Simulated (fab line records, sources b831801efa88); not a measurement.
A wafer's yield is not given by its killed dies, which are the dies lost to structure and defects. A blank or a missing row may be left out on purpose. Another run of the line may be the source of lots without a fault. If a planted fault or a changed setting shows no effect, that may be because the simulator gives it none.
Struck lot and sound lot, side by side	flow sfq line	42 steps out of a route of 325
Sound: the wafers L423.2, L423.3, L423.4. The struck wafers were L432.2, L432.3, L432.5. At the end, the cause is stated.
For every step that has rows: the tool of each side, followed by ch and its chambers, followed by its first start. Under that, the readings that differ: sound wafers	struck wafers	difference of the means	sigmas: that difference in standard deviations of wafers without a fault.
alike: readings with means less than 2 such deviations apart, plus words and numbers identical on both sides. not compared: withheld readings, readings lacking a value on some wafer, bounds such as >300 that could conceal the same value, and numbers that have no deviation in the record and whose values overlap.
A row with sigmas, a row that says differs or no value, or rows on one side alone: a step with any of these is where the two part. Non-overlapping numbers with no deviation appear without sigmas and do not part them. A reading that every wafer of one side lacks parts them only if that side has two wafers or more.

first, 6 steps without rows for these wafers: SFQ_TRILAYER_L0_VIA_LITHO_COAT_018 (resist thk 62 nm); SFQ_TRILAYER_L0_VIA_LITHO_COAT_013 (resist thk 650 nm); SFQ_TRILAYER_L0_VIA_LITHO_SOFTBAKE_017; SFQ_TRILAYER_L0_VIA_LITHO_EXPOSE_014 (exposes mask L0V, target cd 700 nm); SFQ_TRILAYER_L0_VIA_LITHO_PEB_016 (peb time 60 s); SFQ_TRILAYER_L0_VIA_LITHO_DEVELOP_015 (time 60 s).
SFQ_L0V_OVL_MEAS_903:
  struck on overlay-01, day 10 18:40; sound on overlay-01, day 8 01:26
  alike: L0V_OVL
then, 1 step without rows for these wafers: SFQ_TRILAYER_L0_VIA_BARC_OPEN_VIA_ETCH_021 (etches BARC in O2, target depth 125 nm, time 41.7 s).
SFQ_TRILAYER_L0_VIA_ETCH_VIA_ETCH_016: etches SiO2 in CHF3, stops on MoNx KI, target depth 80 nm.
  sound on rie diel-02 ch 0,2,3, day 8 01:30; struck on rie diel-04 ch 1,2,3, day 10 18:44
  alike: chamber pressure mTorr, drypump motor current A, oes product au, rf fwd power W
SFQ_TRILAYER_L0_VIA_STRIP_STRIP_017: strips in O2.
  sound on rie metal-01 ch 0,1, day 8 01:33; struck on rie metal-03 ch 0,1, day 10 18:47
  alike: chamber pressure mTorr, drypump motor current A, oes product au
  not compared: rf hours counter h
then, 2 steps without rows for these wafers: SFQ_TRILAYER_L0_VIA_STRIP_SOLV_CLEAN_018 (cleans in NMP, time 600 s); SFQ_TRILAYER_M0_DEP_PRE_CLEAN_020 (time 15 s).
SFQ_TRILAYER_M0_DEP_SPUTTER_019: material Nb, target thk 200 nm, time 133.3 s.
  struck on pvd sputter-03, day 10 19:36; sound on pvd sputter-03, day 8 02:21
reading	sound	struck	difference	sigmas
model.Nb_of_TRILAYER_M0_DEP_SPUTTER_019.thk nm (nm)	200.4 201.5 204	226.3 229.2 230.1	+26.6	
  alike: base pressure pa, chamber pressure pa, throttle valve pct
SFQ_M0_RS_MEAS_904: measurement is done with a four-point probe.
  struck on film metro-01, day 10 19:43; sound on film metro-01, day 8 02:28
reading	sound	struck	difference	sigmas
M0_NB_RS (ohm/sq)	0.890 0.882 0.873	0.784 0.775 0.774	-0.104	-12
then, 6 steps without rows for these wafers: SFQ_TRILAYER_M0_LITHO_COAT_026 (resist thk 62 nm); SFQ_TRILAYER_M0_LITHO_COAT_021 (resist thk 600 nm); SFQ_TRILAYER_M0_LITHO_SOFTBAKE_025; SFQ_TRILAYER_M0_LITHO_EXPOSE_022 (exposes mask M0, target cd 500 nm); SFQ_TRILAYER_M0_LITHO_PEB_024 (peb time 60 s); SFQ_TRILAYER_M0_LITHO_DEVELOP_023 (time 60 s).
-- the record jumps here: 5 days lie between the struck wafers' starts before and after --
SFQ_M0_OVL_MEAS_906:
  struck on overlay-02, day 15 20:47; sound on overlay-02, day 12 02:25
  alike: M0_OVL
then, 1 step without rows for these wafers: SFQ_TRILAYER_M0_BARC_OPEN_METAL_ETCH_031 (etches BARC in O2, target depth 125 nm, time 41.7 s).
SFQ_TRILAYER_M0_ETCH_METAL_ETCH_024: etches Nb in Cl2/Ar, stops on SiO2, target depth 240 nm, time 120 s.
  sound on rie metal-04 ch 0,1, day 12 02:31; struck on rie metal-02 ch 0, day 15 20:58
reading	sound	struck	difference	sigmas
drypump motor current A (A)	6.4 6.4 5.7	5.5 5.5 5.4	-0.7	-2
oes product au (a.u.)	0.889 0.898 0.905	0.964 0.968 0.977	+0.072	+10
  alike: chamber pressure mTorr, rf fwd power W
  not compared: rf hours counter h
SFQ_TRILAYER_M0_STRIP_STRIP_025: strips in O2.
  sound on rie metal-04 ch 0,1, day 12 02:38; struck on rie metal-02 ch 0, day 15 21:23
reading	sound	struck	difference	sigmas
drypump motor current A (A)	6.4 6.4 5.7	5.4 5.4 5.4	-0.8	-2
  alike: chamber pressure mTorr, oes product au
  not compared: rf hours counter h
then, 2 steps without rows for these wafers: SFQ_TRILAYER_M0_STRIP_SOLV_CLEAN_026 (cleans in NMP, time 600 s); SFQ_TRILAYER_I0_DEP_PECVD_027 (deposits SiO2 from SiH4/N2O, time 111.11 s, target thk 500 nm).
SFQ_TRILAYER_I0_CMP_CMP_028: polishes SiO2.
  sound on cmp-02 ch 0,1,3, day 12 04:10; struck on cmp-02 ch 1,2,3, day 15 23:08
  alike: motor current A, platen rpm, slurry filter dp kPa, time to endpoint s
SFQ_I0_BOW_MEAS_907:
  struck on film metro-03, day 16 01:39; sound on film metro-04, day 12 07:11
  alike: I0_BOW
SFQ_TRILAYER_I0_METRO_MEASURE_029:
  struck on film metro-03, day 16 01:57; sound on film metro-04, day 12 07:29
  alike: thk nm
then, 6 steps without rows for these wafers: SFQ_TRILAYER_I0_VIA_LITHO_COAT_036 (resist thk 62 nm); SFQ_TRILAYER_I0_VIA_LITHO_COAT_031 (resist thk 650 nm); SFQ_TRILAYER_I0_VIA_LITHO_SOFTBAKE_035; SFQ_TRILAYER_I0_VIA_LITHO_EXPOSE_032 (exposes mask I0, target cd 500 nm); SFQ_TRILAYER_I0_VIA_LITHO_PEB_034 (peb time 60 s); SFQ_TRILAYER_I0_VIA_LITHO_DEVELOP_033 (time 60 s).
-- the record jumps here: 6 days lie between the struck wafers' starts before and after --
SFQ_I0_OVL_MEAS_908:
  struck on overlay-02, day 22 07:56; sound on overlay-02, day 17 16:06
  alike: I0_OVL
then, 5 steps without rows for these wafers: SFQ_TRILAYER_I0_VIA_BARC_OPEN_VIA_ETCH_046 (etches BARC in O2, target depth 125 nm, time 41.7 s); SFQ_TRILAYER_I0_VIA_ETCH_VIA_ETCH_034 (etches SiO2 in CHF3, stops on Nb, target depth 260 nm); SFQ_TRILAYER_I0_VIA_STRIP_STRIP_035 (strips in O2); SFQ_TRILAYER_I0_VIA_STRIP_SOLV_CLEAN_036 (cleans in NMP, time 600 s); SFQ_TRILAYER_M1_DEP_PRE_CLEAN_038 (time 22.5 s).
-- the record jumps here: 67 days lie between the struck wafers' starts before and after --
SFQ_M8_BOW_MEAS_951:
  struck on film metro-03, day 89 15:28; sound on film metro-04, day 86 05:23
reading	sound	struck	difference	sigmas
model.etest.m0.ohm um	1.784 1.767 1.745	1.572 1.55 1.544	-0.210	
model.etest.m0.ohm sq	0.8888 0.8839 0.8732	0.7871 0.7772 0.7739	-0.1026	
model.etest.i0.link ohm	1.962 1.961 1.941	1.87 1.863 1.854	-0.09	
  alike: M8_BOW

## WHERE THEY PART
First at SFQ_M0_RS_MEAS_904; last, within this record, at SFQ_TRILAYER_M0_STRIP_STRIP_025. Later steps at which nothing parts them and some readings are alike: SFQ_TRILAYER_I0_CMP_CMP_028, SFQ_I0_BOW_MEAS_907, SFQ_TRILAYER_I0_METRO_MEASURE_029, SFQ_I0_OVL_MEAS_908, SFQ_M8_BOW_MEAS_951.

WHY: what had been put in by the simulator
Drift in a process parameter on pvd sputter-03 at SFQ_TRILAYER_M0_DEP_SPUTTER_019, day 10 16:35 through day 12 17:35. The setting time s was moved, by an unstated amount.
